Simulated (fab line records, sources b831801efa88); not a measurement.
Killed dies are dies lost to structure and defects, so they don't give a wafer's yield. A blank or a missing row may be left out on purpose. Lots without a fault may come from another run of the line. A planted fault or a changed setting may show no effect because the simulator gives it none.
fab line records | flow gf180mcu | part 1 of 2: steps 1 to 30 of 43
record lots=5 wafers=15 last_day=32
route steps=602 shown VT_IMPLANT@105 MVSD@136 NWELL@137 LVPWELL@138 MVPSD@139 DUAL_GATE@141
lots that met no fault: from a run of the same line without faults
start_h: hours from the record's first day to the start of the lot's first wafer shown | wait_h: hours since the lot's step before | " the same as in the row above | L1.1+2: a row that stands for several wafers | - no value, or no start given | * or withheld: withheld | < > ~ a bound
route shown NAME@n: a module of which the file shows steps, and the number in the route of the first | usual: mean/standard deviation of fault-free wafers | same: alike in all rows | chamber/n: place in a boat | sites: the reading at each site | _std_site: their standard deviation | _edge_site: outer sites' mean less inner sites' | radius_mm: how far each site lies from the wafer's centre | mask NAME#n: copy n | behind: the tool/chamber that last shaped the wafer | hold: why the lot was held/for how many hours/how that ended | device: the transistor (n, p or np) that didn't switch | end of line: the same wafers' tests at the end of the route | a step without rows: its recipe alone | killed: dies lost to structure and defects at the first sort, not the wafer's yield | map: a wafer's dies, x killed, . not, _ none there
set.NAME: the setting as run; set.NAME@STEP: as run at that earlier step | model.NAME: the simulator's own value behind a step, which no gauge read
lots at some steps of the route; a table a step, a row a wafer
services: from which hour (start_h, from the record's first day; less than 0 if before it) a tool's chamber was out of use, for how many hours, and why
## steps
# step GF_VT_IMPLANT_EXPOSE_15
# recipe mask_id=Nwell_LV_AREA target_cd_nm=860 na=0.6 source_shape=conventional sigma_outer=0.6 dose_mj=140
# same na=0.6
# columns lot.wafer tool chamber start_h wait_h mask
L074.3+4+6 iline_stepper-01 0 - - Nwell_LV_AREA#0
L075.2+3+6 iline_stepper-01 0 - - Nwell_LV_AREA#0
L083.3+5+6 iline_stepper-02 0 - - Nwell_LV_AREA#0
L085.2+4+6 iline_stepper-01 0 - - Nwell_LV_AREA#0
L089.1+2+3 iline_stepper-01 0 - - Nwell_LV_AREA#0
# step GF_VT_IMPLANT_PEB_16
# recipe temp_c=withheld time_s=* resist=NOVOLAK
# columns lot.wafer tool chamber start_h wait_h
L074.3+4+6 litho_track-04 0 - -
L075.2+3+6 litho_track-03 0 - -
L083.3+5+6 litho_track-04 0 - -
L085.2+4+6 litho_track-01 0 - -
L089.1+2+3 litho_track-03 0 - -
# step GF_VT_IMPLANT_DEVELOP_17
# recipe develop_time_s=60 dev_temp_c=23
# columns lot.wafer tool chamber start_h wait_h
L074.3+4+6 litho_track-04 0 128.56 0.1
L075.2+3+6 litho_track-03 0 131.79 0.1
L083.3+5+6 litho_track-04 0 183.41 0.1
L085.2+4+6 litho_track-01 0 198.98 0.1
L089.1+2+3 litho_track-03 0 220.91 0.1
# step GF_VT_IMPLANT_OVL_MEAS_18
# usual VT_IMPLANT_01_OVL=0.9/1.7
# columns lot.wafer tool chamber start_h wait_h VT_IMPLANT_01_OVL[nm]
L074.3 overlay-02 - 128.67 0.1 -1.3
L074.4 " - " " -2.4
L074.6 " - " " -2.0
L075.2 overlay-01 - 131.92 0.1 -1.6
L075.3 " - " " 0.6
L075.6 " - " " 2.9
L083.3 overlay-01 - 183.52 0.1 1.8
L083.5 " - " " 0.1
L083.6 " - " " -0.2
L085.2 overlay-02 - 199.11 0.1 -1.5
L085.4 " - " " -0.7
L085.6 " - " " 0.8
L089.1 overlay-02 - 221.06 0.1 0.8
L089.2 " - " " 0.7
L089.3 " - " " 1.9
# step GF_VT_IMPLANT_IMPLANT_19
# recipe species=As energy_kev=100 dose_cm2=4.35e+12 tilt_deg=7
# columns lot.wafer tool chamber start_h wait_h
L074.3+4+6 implanter-01 0 128.74 0.1
L075.2+3+6 implanter-02 0 131.97 0.0
L083.3+5+6 implanter-01 0 183.59 0.1
L085.2+4+6 implanter-01 0 199.16 0.0
L089.1+2+3 implanter-01 0 221.10 0.0
# step GF_VT_IMPLANT_STRIP_20
# recipe chemistry=O2/N2 power_w=1400 pressure_mtorr=1500 platen_temp_c=250 o2_flow_sccm=3000 n2_flow_sccm=300 overash_fraction=0.5
# usual drypump_motor_current_A=5.7/0.5 heater_power_w=304/27 n2_flow_sccm=300.1/0.99 oes_product_au=0.716/0.0042 strip_time_to_endpoint_s=12.64/0.039
# columns lot.wafer tool chamber start_h wait_h drypump_motor_current_A heater_power_w n2_flow_sccm oes_product_au rf_hours_counter_h strip_time_to_endpoint_s
L074.3 plasma_asher-01 1 128.88 0.1 5.1 332 299.4 0.716 - 12.67
L074.4 " 0 " " 6.2 242 299.7 0.724 - 12.64
L074.6 " 0 " " 6.2 248 300.9 0.716 - 12.67
L075.2 plasma_asher-01 0 132.10 0.1 6.2 251 300.6 0.715 2 12.67
L075.3 " 0 " " 6.2 260 300.7 0.719 - 12.65
L075.6 " 1 " " 5.1 331 299.7 0.718 - 12.67
L083.3 plasma_asher-04 1 183.73 0.1 6.2 304 300.2 0.710 - 12.62
L083.5 " 1 " " 6.2 304 300.6 0.711 - 12.62
L083.6 " 0 " " 6.3 332 300.6 0.713 - 12.58
L085.2 plasma_asher-01 1 199.29 0.1 5.1 329 300.3 0.726 8 12.64
L085.4 " 1 " " 5.1 336 300.0 0.711 - 12.62
L085.6 " 1 " " 5.1 334 298.7 0.719 - 12.65
L089.1 plasma_asher-01 0 221.25 0.1 6.2 253 300.2 0.721 11 12.62
L089.2 " 1 " " 5.1 337 298.8 0.710 11 12.64
L089.3 " 0 " " 6.2 245 300.9 0.717 - 12.64
# step GF_VT_IMPLANT_TW_MEAS_21
# usual VT_IMPLANT_2_TW=1228/18
# columns lot.wafer tool chamber start_h wait_h VT_IMPLANT_2_TW
L074.3 film_metro-03 - 128.96 0.1 1236
L074.4 " - " " 1242
L074.6 " - " " 1240
L075.2 film_metro-04 - 132.21 0.1 1213
L075.3 " - " " 1215
L075.6 " - " " 1213
L083.3 film_metro-03 - 183.81 0.1 1237
L083.5 " - " " 1245
L083.6 " - " " 1236
L085.2 film_metro-01 - 199.40 0.1 1218
L085.4 " - " " 1221
L085.6 " - " " 1213
L089.1 film_metro-01 - 221.35 0.1 1215
L089.2 " - " " 1218
L089.3 " - " " 1218
# step GF_VT_IMPLANT_DEHYDRATE_22
# recipe temp_c=200 time_s=60
# usual heater_power_total_W=160.38/0.13
# columns lot.wafer tool chamber start_h wait_h heater_power_total_W
L074.3 litho_track-01 0 136.35 7.4 160.35
L074.4 " 0 " " 160.53
L074.6 " 0 " " 160.48
L075.2 litho_track-01 0 139.68 7.5 160.44
L075.3 " 0 " " 160.59
L075.6 " 0 " " 160.52
L083.3 litho_track-03 0 191.56 7.7 160.13
L083.5 " 0 " " 160.31
L083.6 " 0 " " 160.31
L085.2 litho_track-01 0 207.68 8.3 160.37
L085.4 " 0 " " 160.39
L085.6 " 0 " " 160.16
L089.1 litho_track-03 0 229.81 8.5 160.34
L089.2 " 0 " " 160.37
L089.3 " 0 " " 160.38
# step GF_VT_IMPLANT_HMDS_23
# recipe prime_time_s=60 prime_temp_c=120
# columns lot.wafer tool chamber start_h wait_h
L074.3+4+6 litho_track-01 0 136.50 0.1
L075.2+3+6 litho_track-01 0 139.83 0.1
L083.3+5+6 litho_track-03 0 191.71 0.1
L085.2+4+6 litho_track-01 0 207.83 0.1
L089.1+2+3 litho_track-03 0 229.96 0.1
# step GF_VT_IMPLANT_COAT_24
# recipe resist=NOVOLAK spin_rpm=3000 resist_thk_nm=1000
# columns lot.wafer tool chamber start_h wait_h
L074.3+4+6 litho_track-01 0 136.65 0.1
L075.2+3+6 litho_track-01 0 139.98 0.1
L083.3+5+6 litho_track-03 0 191.86 0.1
L085.2+4+6 litho_track-01 0 207.98 0.1
L089.1+2+3 litho_track-03 0 230.11 0.1
# step GF_VT_IMPLANT_SOFTBAKE_25
# recipe temp_c=90 time_s=60 resist=NOVOLAK
# usual heater_power_total_W=56.60/0.046
# columns lot.wafer tool chamber start_h wait_h heater_power_total_W
L074.3 litho_track-01 0 136.80 0.1 56.62
L074.4 " 0 " " 56.64
L074.6 " 0 " " 56.49
L075.2 litho_track-01 0 140.13 0.1 56.59
L075.3 " 0 " " 56.61
L075.6 " 0 " " 56.65
L083.3 litho_track-03 0 192.01 0.1 56.55
L083.5 " 0 " " 56.53
L083.6 " 0 " " 56.67
L085.2 litho_track-01 0 208.13 0.1 56.63
L085.4 " 0 " " 56.64
L085.6 " 0 " " 56.55
L089.1 litho_track-03 0 230.26 0.1 56.63
L089.2 " 0 " " 56.57
L089.3 " 0 " " 56.63
# step GF_VT_IMPLANT_EXPOSE_26
# recipe mask_id=LVPWELL_HV_AREA target_cd_nm=860 na=0.6 source_shape=conventional sigma_outer=0.6 dose_mj=140
# same na=0.6
# columns lot.wafer tool chamber start_h wait_h mask
L074.3+4+6 iline_stepper-02 0 - - LVPWELL_HV_AREA#0
L075.2+3+6 iline_stepper-01 0 - - LVPWELL_HV_AREA#0
L083.3+5+6 iline_stepper-02 0 - - LVPWELL_HV_AREA#0
L085.2+4+6 iline_stepper-02 0 - - LVPWELL_HV_AREA#0
L089.1+2+3 iline_stepper-02 0 - - LVPWELL_HV_AREA#0
# step GF_VT_IMPLANT_PEB_27
# recipe temp_c=withheld time_s=* resist=NOVOLAK
# columns lot.wafer tool chamber start_h wait_h
L074.3+4+6 litho_track-03 0 - -
L075.2+3+6 litho_track-01 0 - -
L083.3+5+6 litho_track-03 0 - -
L085.2+4+6 litho_track-04 0 - -
L089.1+2+3 litho_track-04 0 - -
# step GF_VT_IMPLANT_DEVELOP_28
# recipe develop_time_s=60 dev_temp_c=23
# columns lot.wafer tool chamber start_h wait_h
L074.3+4+6 litho_track-03 0 144.16 0.1
L075.2+3+6 litho_track-01 0 147.58 0.1
L083.3+5+6 litho_track-03 0 200.51 0.1
L085.2+4+6 litho_track-04 0 216.58 0.1
L089.1+2+3 litho_track-04 0 239.60 0.1
# step GF_VT_IMPLANT_OVL_MEAS_29
# usual VT_IMPLANT_02_OVL=-0.3/1.6
# columns lot.wafer tool chamber start_h wait_h VT_IMPLANT_02_OVL[nm]
L074.3 overlay-01 - 144.27 0.1 -0.9
L074.4 " - " " 0.3
L074.6 " - " " 1.0
L075.2 overlay-02 - 147.71 0.1 -0.8
L075.3 " - " " 1.2
L075.6 " - " " -2.2
L083.3 overlay-01 - 200.62 0.1 2.2
L083.5 " - " " 1.4
L083.6 " - " " -0.5
L085.2 overlay-01 - 216.71 0.1 -2.1
L085.4 " - " " 0.7
L085.6 " - " " -1.4
L089.1 overlay-02 - 239.75 0.1 2.1
L089.2 " - " " 0.5
L089.3 " - " " 0.5
# step GF_VT_IMPLANT_IMPLANT_30
# recipe species=B energy_kev=25 dose_cm2=2.66e+12 tilt_deg=7
# columns lot.wafer tool chamber start_h wait_h
L074.3+4+6 implanter-01 0 144.35 0.1
L075.2+3+6 implanter-01 0 147.76 0.0
L083.3+5+6 implanter-01 0 200.70 0.1
L085.2+4+6 implanter-04 0 216.77 0.0
L089.1+2+3 implanter-01 0 239.79 0.0
# step GF_VT_IMPLANT_STRIP_31
# recipe chemistry=O2/N2 power_w=1400 pressure_mtorr=1500 platen_temp_c=250 o2_flow_sccm=3000 n2_flow_sccm=300 overash_fraction=0.5
# usual drypump_motor_current_A=5.9/0.5 heater_power_w=308/27 n2_flow_sccm=299.9/0.9 oes_product_au=0.715/0.0044 strip_time_to_endpoint_s=12.64/0.039
# columns lot.wafer tool chamber start_h wait_h drypump_motor_current_A heater_power_w n2_flow_sccm oes_product_au rf_hours_counter_h strip_time_to_endpoint_s
L074.3 plasma_asher-03 0 144.48 0.1 5.8 313 300.4 0.714 - 12.60
L074.4 " 1 " " 5.1 294 299.7 0.713 - 12.58
L074.6 " 1 " " 5.1 296 298.8 0.720 - 12.61
L075.2 plasma_asher-01 0 147.89 0.1 6.2 241 299.0 0.719 3 12.65
L075.3 " 1 " " 5.1 338 298.7 0.716 - 12.67
L075.6 " 1 " " 5.1 329 298.0 0.714 - 12.63
L083.3 plasma_asher-03 1 200.83 0.1 5.1 292 301.0 0.719 - 12.68
L083.5 " 1 " " 5.1 292 300.6 0.710 - 12.64
L083.6 " 0 " " 5.8 313 299.4 0.713 - 12.68
L085.2 plasma_asher-04 1 216.89 0.1 6.3 302 300.5 0.709 56 12.65
L085.4 " 0 " " 6.3 338 300.3 0.713 - 12.66
L085.6 " 1 " " 6.2 312 300.6 0.719 - 12.65
L089.1 plasma_asher-03 1 239.94 0.1 5.1 303 299.6 0.708 62 12.69
L089.2 " 0 " " 5.9 308 299.3 0.716 62 12.67
L089.3 " 0 " " 5.9 306 299.4 0.716 - 12.70
# step GF_VT_IMPLANT_TW_MEAS_32
# usual VT_IMPLANT_3_TW=275/4.7
# columns lot.wafer tool chamber start_h wait_h VT_IMPLANT_3_TW
L074.3 film_metro-03 - 144.57 0.1 281
L074.4 " - " " 282
L074.6 " - " " 281
L075.2 film_metro-01 - 148.00 0.1 273
L075.3 " - " " 274
L075.6 " - " " 274
L083.3 film_metro-04 - 200.92 0.1 268
L083.5 " - " " 271
L083.6 " - " " 269
L085.2 film_metro-04 - 217.00 0.1 265
L085.4 " - " " 267
L085.6 " - " " 268
L089.1 film_metro-03 - 240.12 0.1 280
L089.2 " - " " 281
L089.3 " - " " 280
# step GF_VT_IMPLANT_DEHYDRATE_33
# recipe temp_c=200 time_s=60
# usual heater_power_total_W=160.38/0.13
# columns lot.wafer tool chamber start_h wait_h heater_power_total_W
L074.3 litho_track-03 0 151.11 6.5 160.25
L074.4 " 0 " " 160.39
L074.6 " 0 " " 160.43
L075.2 litho_track-04 0 155.73 7.7 160.30
L075.3 " 0 " " 160.24
L075.6 " 0 " " 160.37
L083.3 litho_track-04 0 209.41 8.5 160.25
L083.5 " 0 " " 160.41
L083.6 " 0 " " 160.36
L085.2 litho_track-03 0 225.59 8.6 160.38
L085.4 " 0 " " 160.29
L085.6 " 0 " " 160.34
L089.1 litho_track-01 0 249.05 8.9 160.29
L089.2 " 0 " " 160.43
L089.3 " 0 " " 160.54
# step GF_VT_IMPLANT_HMDS_34
# recipe prime_time_s=60 prime_temp_c=120
# columns lot.wafer tool chamber start_h wait_h
L074.3+4+6 litho_track-03 0 151.26 0.1
L075.2+3+6 litho_track-04 0 155.88 0.1
L083.3+5+6 litho_track-04 0 209.56 0.1
L085.2+4+6 litho_track-03 0 225.74 0.1
L089.1+2+3 litho_track-01 0 249.20 0.1
# step GF_VT_IMPLANT_COAT_35
# recipe resist=NOVOLAK spin_rpm=3000 resist_thk_nm=1000
# columns lot.wafer tool chamber start_h wait_h
L074.3+4+6 litho_track-03 0 151.41 0.1
L075.2+3+6 litho_track-04 0 156.03 0.1
L083.3+5+6 litho_track-04 0 209.71 0.1
L085.2+4+6 litho_track-03 0 225.89 0.1
L089.1+2+3 litho_track-01 0 249.35 0.1
# step GF_VT_IMPLANT_SOFTBAKE_36
# recipe temp_c=90 time_s=60 resist=NOVOLAK
# usual heater_power_total_W=56.59/0.041
# columns lot.wafer tool chamber start_h wait_h heater_power_total_W
L074.3 litho_track-03 0 151.56 0.1 56.55
L074.4 " 0 " " 56.59
L074.6 " 0 " " 56.66
L075.2 litho_track-04 0 156.18 0.1 56.60
L075.3 " 0 " " 56.54
L075.6 " 0 " " 56.59
L083.3 litho_track-04 0 209.86 0.1 56.65
L083.5 " 0 " " 56.55
L083.6 " 0 " " 56.60
L085.2 litho_track-03 0 226.04 0.1 56.66
L085.4 " 0 " " 56.59
L085.6 " 0 " " 56.59
L089.1 litho_track-01 0 249.50 0.1 56.61
L089.2 " 0 " " 56.56
L089.3 " 0 " " 56.61
# step GF_VT_IMPLANT_EXPOSE_37
# recipe mask_id=Nwell_HV_AREA target_cd_nm=860 na=0.6 source_shape=conventional sigma_outer=0.6 dose_mj=140
# same na=0.6
# columns lot.wafer tool chamber start_h wait_h mask
L074.3+4+6 iline_stepper-02 0 - - Nwell_HV_AREA#0
L075.2+3+6 iline_stepper-02 0 - - Nwell_HV_AREA#0
L083.3+5+6 iline_stepper-02 0 - - Nwell_HV_AREA#0
L085.2+4+6 iline_stepper-02 0 - - Nwell_HV_AREA#0
L089.1+2+3 iline_stepper-01 0 - - Nwell_HV_AREA#0
# step GF_VT_IMPLANT_PEB_38
# recipe temp_c=withheld time_s=* resist=NOVOLAK
# columns lot.wafer tool chamber start_h wait_h
L074.3+4+6 litho_track-03 0 - -
L075.2+3+6 litho_track-01 0 - -
L083.3+5+6 litho_track-04 0 - -
L085.2+4+6 litho_track-01 0 - -
L089.1+2+3 litho_track-01 0 - -
# step GF_VT_IMPLANT_DEVELOP_39
# recipe develop_time_s=60 dev_temp_c=23
# columns lot.wafer tool chamber start_h wait_h
L074.3+4+6 litho_track-03 0 159.41 0.1
L075.2+3+6 litho_track-01 0 163.63 0.1
L083.3+5+6 litho_track-04 0 218.11 0.1
L085.2+4+6 litho_track-01 0 235.68 0.1
L089.1+2+3 litho_track-01 0 258.35 0.1
# step GF_VT_IMPLANT_OVL_MEAS_40
# usual VT_IMPLANT_03_OVL=-0.4/1.5
# columns lot.wafer tool chamber start_h wait_h VT_IMPLANT_03_OVL[nm]
L074.3 overlay-01 - 159.52 0.1 -0.4
L074.4 " - " " 0.4
L074.6 " - " " 1.4
L075.2 overlay-02 - 163.76 0.1 -0.4
L075.3 " - " " -1.2
L075.6 " - " " -1.2
L083.3 overlay-02 - 218.22 0.1 1.3
L083.5 " - " " 0.6
L083.6 " - " " 1.5
L085.2 overlay-01 - 235.81 0.1 -1.3
L085.4 " - " " -0.9
L085.6 " - " " -0.2
L089.1 overlay-01 - 258.50 0.1 -0.5
L089.2 " - " " 1.1
L089.3 " - " " -0.7
# step GF_VT_IMPLANT_IMPLANT_41
# recipe species=As energy_kev=70 dose_cm2=1.013e+12 tilt_deg=7
# columns lot.wafer tool chamber start_h wait_h
L074.3+4+6 implanter-01 0 159.60 0.1
L075.2+3+6 implanter-01 0 163.81 0.0
L083.3+5+6 implanter-02 0 218.29 0.1
L085.2+4+6 implanter-02 0 235.86 0.0
L089.1+2+3 implanter-01 0 258.54 0.0
# step GF_VT_IMPLANT_STRIP_42
# recipe chemistry=O2/N2 power_w=1400 pressure_mtorr=1500 platen_temp_c=250 o2_flow_sccm=3000 n2_flow_sccm=300 overash_fraction=0.5
# usual drypump_motor_current_A=5.9/0.5 heater_power_w=307/27 n2_flow_sccm=300.0/0.88 oes_product_au=0.716/0.0049 strip_time_to_endpoint_s=12.634/0.03
# columns lot.wafer tool chamber start_h wait_h drypump_motor_current_A heater_power_w n2_flow_sccm oes_product_au rf_hours_counter_h strip_time_to_endpoint_s
L074.3 plasma_asher-04 0 159.73 0.1 6.3 342 301.5 0.711 - 12.666
L074.4 " 1 " " 6.2 316 300.1 0.715 - 12.664
L074.6 " 0 " " 6.3 331 301.1 0.703 - 12.677
L075.2 plasma_asher-03 0 163.94 0.1 5.9 310 299.3 0.719 54 12.650
L075.3 " 1 " " 5.1 288 299.5 0.713 - 12.674
L075.6 " 1 " " 5.1 297 299.6 0.721 - 12.636
L083.3 plasma_asher-03 1 218.42 0.1 5.1 289 299.7 0.718 - 12.660
L083.5 " 0 " " 5.9 318 299.2 0.724 - 12.605
L083.6 " 1 " " 5.1 292 300.8 0.720 - 12.613
L085.2 plasma_asher-04 0 235.99 0.1 6.3 329 299.8 0.706 58 12.638
L085.4 " 1 " " 6.3 314 301.0 0.717 - 12.645
L085.6 " 1 " " 6.2 311 300.9 0.719 - 12.667
L089.1 plasma_asher-01 0 258.69 0.1 6.2 252 299.6 0.713 14 12.662
L089.2 " 1 " " 5.1 333 299.6 0.716 14 12.627
L089.3 " 1 " " 5.1 327 300.4 0.718 - 12.643
# step GF_VT_IMPLANT_TW_MEAS_43
# usual VT_IMPLANT_4_TW=695/15
# columns lot.wafer tool chamber start_h wait_h VT_IMPLANT_4_TW
L074.3 film_metro-04 - 159.82 0.1 684
L074.4 " - " " 682
L074.6 " - " " 681
L075.2 film_metro-03 - 164.05 0.1 714
L075.3 " - " " 712
L075.6 " - " " 710
L083.3 film_metro-03 - 218.51 0.1 711
L083.5 " - " " 708
L083.6 " - " " 706
L085.2 film_metro-04 - 236.10 0.1 677
L085.4 " - " " 675
L085.6 " - " " 677
L089.1 film_metro-01 - 258.79 0.1 694
L089.2 " - " " 692
L089.3 " - " " 696
# step GF_VT_IMPLANT_CLEAN_44
# recipe chemistry=SC1/SC2 mix=1:4:20 temp_c=70 time_s=150 dry=n2_spin
# usual bath_guard_temp_C=69.7/0.63
# columns lot.wafer tool chamber start_h wait_h bath_guard_temp_C
L074.3 wet_bench-03 1 159.86 0.0 68.4
L074.4 " 1 " " 68.5
L074.6 " 1 " " 68.2
L075.2 wet_bench-04 1 164.10 0.0 69.9
L075.3 " 1 " " 70.1
L075.6 " 1 " " 69.9
L083.3 wet_bench-04 2 218.55 0.0 70.0
L083.5 " 2 " " 70.3
L083.6 " 2 " " 69.9
L085.2 wet_bench-04 3 236.15 0.0 69.6
L085.4 " 3 " " 69.9
L085.6 " 3 " " 69.7
L089.1 wet_bench-01 2 258.85 0.1 69.5
L089.2 " 2 " " 69.7
L089.3 " 2 " " 69.7
